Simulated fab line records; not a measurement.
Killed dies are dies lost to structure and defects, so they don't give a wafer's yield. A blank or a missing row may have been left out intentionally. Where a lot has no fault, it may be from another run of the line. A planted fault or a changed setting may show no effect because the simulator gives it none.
fab line records	flow sky130
[record] lots = 9	wafers = 27	last_day = 50
route steps=708 shown VIA2@508 METAL3@568 CAP2M@605 VIA4@641
lots that met no fault: taken from a fault-free run of the same line
start_h: hours from the record's first day to the start of the lot's first wafer shown	wait_h: hours since the lot's step before	" unchanged from the row above	L1.1+2: a row that stands for several wafers	- no value, or no start was given	* or withheld: withheld	< > ~ a bound
route shown NAME@n: names a module that has steps shown in the file, with the first one's number in the route	usual: average and standard deviation across the fault-free wafers	same: alike in all rows	chamber/n: place in a boat	sites: readings site by site	_std_site: standard deviation across them	_edge_site: mean of outer sites minus mean of inner sites	radius_mm: for every site, how far away it sits from the centre of the wafer	mask NAME#n: copy n	behind: tool/chamber where the wafer was last shaped	hold: why the lot went on hold/how many hours it stayed there/how the hold came to an end	device: whichever transistor did not switch (one of n, p or np)	end of line: the route-end tests of the same wafers	step lacking rows: just its recipe	killed: dies lost to structure and defects at the first sort, not the wafer's yield	map: per-die view of a wafer (x killed, . not killed, _ where there is no die)
set.NAME: the setting the step ran with; set.NAME@STEP: the setting that earlier step ran with	model.NAME: the simulator's own value behind a step, which no gauge read
steps of the route over a sample of lots; a table a step, a row a wafer
services: from which hour (start_h, from the record's first day; less than 0 if before it) a tool's chamber was out of use, for how many hours, and why
[[steps]]
[step SKY_VIA2_THK_MEAS_01]
[recipe] reads = SiO2_of_VIA2_HDPCVD_00
[usual] VIA2_HDPCVD_THK = 1184/10
lot.wafer	tool	chamber	start_h	wait_h	VIA2_HDPCVD_THK[nm]
L409.1	film_metro-02	-	859.02	0.1	1188
L409.4	"	-	"	"	1176
L409.5	"	-	"	"	1190
L410.2	film_metro-01	-	860.86	0.1	1183
L410.5	"	-	"	"	1171
L410.6	"	-	"	"	1179
L411.3	film_metro-02	-	866.23	0.1	1190
L411.4	"	-	"	"	1195
L411.6	"	-	"	"	1186
L420.1	film_metro-01	-	936.66	0.1	1188
L420.2	"	-	"	"	1190
L420.5	"	-	"	"	1188
L421.1	film_metro-02	-	939.65	0.1	1179
L421.4	"	-	"	"	1171
L421.6	"	-	"	"	1189
L422.4	film_metro-02	-	951.47	0.1	1171
L422.5	"	-	"	"	1164
L422.6	"	-	"	"	1157
L425.2	film_metro-02	-	969.90	0.1	1171
L425.4	"	-	"	"	1179
L425.6	"	-	"	"	1182
L428.3	film_metro-01	-	991.58	0.1	1184
L428.4	"	-	"	"	1195
L428.6	"	-	"	"	1197
L429.1	film_metro-04	-	994.33	0.1	1175
L429.4	"	-	"	"	1191
L429.5	"	-	"	"	1176
[step SKY_METAL3_METAL_ETCH_18]
[recipe] target_depth_a = 8450	stop_on = SiO2	over_etch_frac = 0.3	time_s = 183.1	chemistry = Cl2/BCl3	resist_sidewall_deg = 88	pressure_mtorr = 9.837	icp_w = 900	bias_w = 48.5	Cl2_flow_sccm = 60	bcl3_flow_sccm = 30
[usual] bias_w = 48.51/0.16	chamber_pressure_mTorr = 9.836/0.01	drypump_motor_current_A = 6.0/0.46	mfc_cl2_sccm = 60.00/0.2	oes_product_au = 0.865/0.0054	throttle_valve_pct = 22.461/0.0093
lot.wafer	tool	chamber	start_h	wait_h	bias_w	chamber_pressure_mTorr	drypump_motor_current_A	mfc_cl2_sccm	oes_product_au	rf_hours_counter_h	throttle_valve_pct
L409.1	rie_metal-04	0	939.05	0.0	48.49	9.822	6.4	60.16	0.862	9	22.441
L409.4	"	0	"	"	48.36	9.846	6.5	59.97	0.851	-	22.457
L409.5	"	1	"	"	48.41	9.824	5.7	59.72	0.860	-	22.456
L410.2	rie_metal-03	1	939.40	0.0	49.04	9.824	6.7	60.00	0.857	14	22.460
L410.5	"	1	"	"	48.74	9.837	6.7	60.11	0.862	-	22.449
L410.6	"	0	"	"	48.61	9.854	5.1	60.33	0.860	-	22.476
L411.3	rie_metal-04	0	946.08	0.1	48.69	9.836	6.5	60.35	0.865	-	22.458
L411.4	"	1	"	"	48.59	9.846	5.7	60.15	0.861	-	22.457
L411.6	"	0	"	"	48.69	9.846	6.5	60.20	0.864	-	22.460
L420.1	rie_metal-04	0	1011.13	0.0	48.31	9.840	6.4	60.04	0.851	13	22.476
L420.2	"	1	"	"	48.54	9.848	5.8	60.19	0.860	18	22.438
L420.5	"	1	"	"	48.39	9.837	5.8	59.79	0.865	-	22.464
L421.1	rie_metal-02	0	1014.10	0.0	48.71	9.826	6.2	60.16	0.867	12	22.463
L421.4	"	1	"	"	48.70	9.838	5.6	60.07	0.874	-	22.461
L421.6	"	1	"	"	48.74	9.828	5.6	60.09	0.871	-	22.444
L422.4	rie_metal-04	1	1026.02	0.1	48.37	9.829	5.8	59.95	0.866	-	22.457
L422.5	"	0	"	"	48.54	9.832	6.5	59.97	0.862	-	22.459
L422.6	"	1	"	"	48.38	9.855	5.8	60.01	0.856	-	22.459
L425.2	rie_metal-02	0	1041.42	0.0	48.61	9.830	6.2	59.93	0.865	14	22.478
L425.4	"	1	"	"	48.41	9.841	5.6	60.09	0.854	-	22.463
L425.6	"	0	"	"	48.60	9.850	6.2	60.05	0.865	-	22.459
L428.3	rie_metal-02	0	1063.54	0.1	48.63	9.845	6.2	60.04	0.873	-	22.457
L428.4	"	1	"	"	48.83	9.838	5.5	60.18	0.872	-	22.475
L428.6	"	0	"	"	48.28	9.836	6.3	59.97	0.863	-	22.468
L429.1	rie_metal-02	1	1064.97	0.0	48.38	9.825	5.6	60.01	0.873	13	22.469
L429.4	"	1	"	"	48.38	9.856	5.6	59.86	0.873	-	22.455
L429.5	"	1	"	"	48.20	9.851	5.6	60.01	0.863	-	22.472
[step SKY_CAP2M_SPUTTER_02]
[recipe] material = TiN	target_thk_nm = 200	temp_c = 300	power_w = 6500	time_s = 166.7	chamber_pressure_pa = 0.4
[usual] cathode_dc_power_W = 6500.0/1.2	substrate_temp_c = 299.96/0.18	throttle_valve_pct = 30.3/0.99
lot.wafer	tool	chamber	start_h	wait_h	cathode_dc_power_W	substrate_temp_c	throttle_valve_pct
L409.1	pvd_sputter-01	-	966.56	0.1	6499.3	299.71	31.5
L409.4	"	-	"	"	6500.3	299.72	31.4
L409.5	"	-	"	"	6500.8	299.96	29.7
L410.2	pvd_sputter-01	-	966.88	0.0	6500.5	299.68	31.1
L410.5	"	-	"	"	6498.7	300.11	29.4
L410.6	"	-	"	"	6500.3	300.19	29.5
L411.3	pvd_sputter-01	-	973.02	0.0	6499.5	299.86	29.2
L411.4	"	-	"	"	6502.4	299.92	29.4
L411.6	"	-	"	"	6499.4	299.93	29.2
L420.1	pvd_sputter-04	-	1037.52	0.1	6501.0	300.14	28.3
L420.2	"	-	"	"	6500.1	299.68	31.5
L420.5	"	-	"	"	6497.5	300.05	28.3
L421.1	pvd_sputter-04	-	1040.27	0.1	6500.1	300.05	30.9
L421.4	"	-	"	"	6500.2	300.19	31.8
L421.6	"	-	"	"	6500.3	300.54	30.6
L422.4	pvd_sputter-01	-	1051.46	0.0	6499.6	300.07	31.4
L422.5	"	-	"	"	6499.2	300.00	30.0
L422.6	"	-	"	"	7086.6	300.12	29.3
L425.2	pvd_sputter-04	-	1066.37	0.0	6500.8	300.03	31.3
L425.4	"	-	"	"	6499.7	299.83	31.3
L425.6	"	-	"	"	6500.1	300.01	28.2
L428.3	pvd_sputter-02	-	1089.33	0.0	6499.9	300.01	31.1
L428.4	"	-	"	"	6502.8	299.81	29.4
L428.6	"	-	"	"	6499.9	299.81	29.9
L429.1	pvd_sputter-04	-	1089.64	0.1	6500.7	300.03	30.9
L429.4	"	-	"	"	6501.6	299.99	28.2
L429.5	"	-	"	"	6498.2	299.86	28.1
[step SKY_CAP2M_RS_MEAS_03]
[recipe] thk_meas_gauge = four-point-probe	reads = TiN_of_CAP2M_SPUTTER_02
[usual] CAP2M_TIN_RS = 6.93/0.067
lot.wafer	tool	chamber	start_h	wait_h	CAP2M_TIN_RS[ohm/sq]
L409.1	film_metro-03	-	966.67	0.1	6.97
L409.4	"	-	"	"	6.94
L409.5	"	-	"	"	6.92
L410.2	film_metro-02	-	967.01	0.1	7.05
L410.5	"	-	"	"	6.98
L410.6	"	-	"	"	7.01
L411.3	film_metro-02	-	973.17	0.1	6.96
L411.4	"	-	"	"	6.90
L411.6	"	-	"	"	6.97
L420.1	film_metro-03	-	1037.63	0.1	6.87
L420.2	"	-	"	"	6.86
L420.5	"	-	"	"	6.90
L421.1	film_metro-04	-	1040.37	0.1	6.90
L421.4	"	-	"	"	6.85
L421.6	"	-	"	"	6.91
L422.4	film_metro-02	-	1051.63	0.1	7.01
L422.5	"	-	"	"	6.94
L422.6	"	-	"	"	6.38
L425.2	film_metro-02	-	1066.50	0.1	6.85
L425.4	"	-	"	"	6.85
L425.6	"	-	"	"	6.86
L428.3	film_metro-02	-	1089.48	0.1	6.87
L428.4	"	-	"	"	6.87
L428.6	"	-	"	"	6.90
L429.1	film_metro-02	-	1089.75	0.1	6.75
L429.4	"	-	"	"	6.85
L429.5	"	-	"	"	6.87
[step SKY_CAP2M_THK_MEAS_04]
[recipe] thk_meas_gauge = xrf	reads = TiN_of_CAP2M_SPUTTER_02
[usual] CAP2M_TIN_THK = 199.0/2.3
lot.wafer	tool	chamber	start_h	wait_h	CAP2M_TIN_THK[nm]
L409.1	film_metro-03	-	966.79	0.1	197.6
L409.4	"	-	"	"	198.6
L409.5	"	-	"	"	199.9
L410.2	film_metro-02	-	967.12	0.1	197.0
L410.5	"	-	"	"	198.0
L410.6	"	-	"	"	198.4
L411.3	film_metro-02	-	973.27	0.1	198.5
L411.4	"	-	"	"	199.9
L411.6	"	-	"	"	198.6
L420.1	film_metro-03	-	1037.75	0.1	200.4
L420.2	"	-	"	"	200.1
L420.5	"	-	"	"	198.8
L421.1	film_metro-04	-	1040.49	0.1	197.6
L421.4	"	-	"	"	199.3
L421.6	"	-	"	"	197.7
L422.4	film_metro-02	-	1051.72	0.1	197.2
L422.5	"	-	"	"	199.8
L422.6	"	-	"	"	215.8
L425.2	film_metro-02	-	1066.61	0.1	203.1
L425.4	"	-	"	"	203.9
L425.6	"	-	"	"	202.2
L428.3	film_metro-02	-	1089.58	0.1	202.2
L428.4	"	-	"	"	202.0
L428.6	"	-	"	"	200.8
L429.1	film_metro-02	-	1089.87	0.1	205.3
L429.4	"	-	"	"	202.7
L429.5	"	-	"	"	202.2
[step SKY_CAP2M_METAL_ETCH_13]
[recipe] target_depth_nm = 220	stop_on = SiO2	chemistry = Cl2/BCl3	target = TiN	pressure_mtorr = 10	icp_w = 900	bias_w = 48.5	Cl2_flow_sccm = 60	bcl3_flow_sccm = 30	time_s = 62.9
[usual] bias_w = 48.48/0.15	chamber_pressure_mTorr = 10.002/0.014	drypump_motor_current_A = 6.0/0.59	mfc_cl2_sccm = 59.97/0.17	oes_product_au = 0.939/0.0072	throttle_valve_pct = 21.902/0.01
lot.wafer	tool	chamber	start_h	wait_h	bias_w	chamber_pressure_mTorr	drypump_motor_current_A	mfc_cl2_sccm	oes_product_au	rf_hours_counter_h	throttle_valve_pct
L409.1	rie_metal-04	0	990.13	0.0	48.71	10.002	6.5	60.08	0.934	12	21.922
L409.4	"	1	"	"	48.35	9.998	5.8	59.82	0.941	-	21.893
L409.5	"	1	"	"	48.38	9.995	5.7	59.77	0.940	-	21.900
L410.2	rie_metal-04	0	990.78	0.0	48.30	10.009	6.5	60.09	0.931	12	21.903
L410.5	"	1	"	"	48.75	9.998	5.8	60.01	0.937	-	21.906
L410.6	"	0	"	"	48.34	10.002	6.4	60.13	0.934	-	21.910
L411.3	rie_metal-03	1	997.01	0.0	48.40	10.001	6.7	60.08	0.938	-	21.911
L411.4	"	0	"	"	48.43	10.014	5.1	59.74	0.941	-	21.900
L411.6	"	1	"	"	48.35	10.001	6.8	60.02	0.934	-	21.910
L420.1	rie_metal-03	1	1059.96	0.0	48.44	9.985	6.7	60.10	0.949	20	21.908
L420.2	"	0	"	"	48.48	10.001	5.1	60.12	0.946	4	21.903
L420.5	"	1	"	"	48.35	10.005	6.7	59.85	0.945	-	21.897
L421.1	rie_metal-03	0	1062.73	0.0	48.50	9.996	5.1	59.98	0.940	4	21.916
L421.4	"	1	"	"	48.56	10.006	6.7	59.98	0.953	-	21.919
L421.6	"	0	"	"	48.49	10.006	5.1	60.12	0.942	-	21.910
L422.4	rie_metal-04	1	1072.98	0.0	48.50	9.998	5.8	60.01	0.940	-	21.899
L422.5	"	1	"	"	48.51	10.008	5.7	60.03	0.944	-	21.899
L422.6	"	0	"	"	48.52	10.008	6.4	60.00	0.987	-	21.877
L425.2	rie_metal-04	0	1088.16	0.0	48.39	10.001	6.4	59.74	0.946	18	21.887
L425.4	"	0	"	"	48.43	10.000	6.4	59.81	0.948	-	21.902
L425.6	"	0	"	"	48.27	10.003	6.4	59.95	0.947	-	21.897
L428.3	rie_metal-03	1	1110.09	0.0	48.51	10.010	6.7	60.04	0.946	-	21.893
L428.4	"	0	"	"	48.34	9.999	5.1	60.06	0.955	-	21.903
L428.6	"	0	"	"	48.27	9.997	5.1	59.90	0.936	-	21.909
L429.1	rie_metal-03	0	1110.97	0.0	48.31	9.984	5.2	60.27	0.949	8	21.882
L429.4	"	0	"	"	48.53	9.996	5.1	60.16	0.943	-	21.892
L429.5	"	0	"	"	48.59	9.994	5.2	60.22	0.945	-	21.902
[step SKY_VIA4_CMP_02]
[recipe] material = SiO2	down_force_psi = 4	platen_rpm = 60	pad_velocity_m_s = 0.94248
[usual] motor_current_A = 12.0/0.9	platen_rpm = 60.00/0.034
lot.wafer	tool	chamber	start_h	wait_h	motor_current_A	platen_rpm
L409.1	cmp-02	3	1015.56	0.4	10.3	60.00
L409.4	"	2	"	"	13.5	60.03
L409.5	"	3	"	"	10.3	59.99
L410.2	cmp-02	2	1016.16	0.1	13.0	59.94
L410.6	"	2	"	"	13.2	59.95
L410.5	"	3	"	"	10.0	59.98
L411.4	cmp-02	2	1022.08	0.0	13.4	59.98
L411.3	"	1	"	"	11.6	59.99
L411.6	"	2	"	"	13.0	60.00
L420.1	cmp-02	2	1083.04	0.1	13.7	60.03
L420.2	"	3	"	"	10.8	59.96
L420.5	"	2	"	"	13.2	60.00
L421.1	cmp-02	3	1088.05	0.7	10.6	59.97
L421.4	"	0	"	"	11.7	60.04
L421.6	"	2	"	"	12.7	59.97
L422.4	cmp-02	0	1096.80	0.1	12.5	60.04
L422.6	"	2	"	"	13.8	59.92
L422.5	"	3	"	"	10.4	60.02
L425.4	cmp-01	3	1111.27	0.1	12.3	60.01
L425.2	"	0	"	"	12.7	60.01
L425.6	"	2	"	"	12.0	60.07
L428.4	cmp-02	1	1131.24	0.0	11.4	60.02
L428.3	"	2	"	"	13.2	59.98
L428.6	"	1	"	"	11.0	59.96
L429.4	cmp-01	0	1133.04	0.1	11.8	59.96
L429.1	"	1	"	"	12.6	60.01
L429.5	"	3	"	"	12.7	59.98
[[services]]
tool	chamber	start_h	hours	kind
rie_metal-03	-	947.14	0.7	repair
pvd_sputter-01	0	958.21	-	consumable_replace:kit
pvd_sputter-01	0	958.21	18.0	scheduled_down
pvd_sputter-01	0	958.21	18.0	vent_cycle
rie_metal-03	0	958.67	-	clean
rie_metal-03	0	958.67	20.5	scheduled_down
rie_metal-03	0	958.67	20.5	vent_cycle
rie_metal-04	-	960.24	2.8	pm
cmp-01	-	997.22	1.6	repair
cmp-02	-	998.89	6.8	pm
cmp-01	-	1013.63	4.2	pm
cmp-01	-	1020.90	1.5	repair
pvd_sputter-04	3	1055.75	-	consumable_replace:kit
pvd_sputter-04	3	1055.75	18.0	scheduled_down
pvd_sputter-04	3	1055.75	18.0	vent_cycle
cmp-01	-	1068.94	1.6	repair
pvd_sputter-01	3	1083.39	-	consumable_replace:kit
cmp-02	-	1084.00	4.0	pm
cmp-02	-	1085.06	1.2	repair
cmp-02	-	1088.00	-	consumable_replace:conditioner
cmp-02	-	1088.00	-	consumable_replace:pad
pvd_sputter-01	-	1111.41	2.5	repair
pvd_sputter-01	-	1111.76	4.6	repair
rie_metal-03	-	1129.22	2.8	pm
[[key]]
[first_sign] step = SKY_CAP2M_SPUTTER_02	reading = cathode_dc_power_W	direction = up	sigmas = 99+	usual = 6500.0	struck = 7086.6
[effect] step = SKY_CAP2M_RS_MEAS_03	reading = CAP2M_TIN_RS	direction = down	sigmas = 8.2	usual = 6.93	struck = 6.38
[effect] step = SKY_CAP2M_THK_MEAS_04	reading = CAP2M_TIN_THK	direction = up	sigmas = 7.3	usual = 199.0	struck = 215.8
[effect] step = SKY_CAP2M_METAL_ETCH_13	reading = oes_product_au	direction = up	sigmas = 6.6	usual = 0.939	struck = 0.987
met_at SKY_CAP2M_SPUTTER_02
struck_lots L422
struck_wafers L422.6
not_acting_at SKY_VIA2_THK_MEAS_01,SKY_METAL3_METAL_ETCH_18,SKY_VIA4_CMP_02
onset_between 973.02 1051.46
[fault] kind = process_parameter_drift	tool = pvd_sputter-01	chamber = -	onset_h = 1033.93	steps = SKY_CAP2M_SPUTTER_02	channel = power_w	offset = *	shape = step	end_h = 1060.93	acts_in = *	stated = *	scope = struck_wafers_only
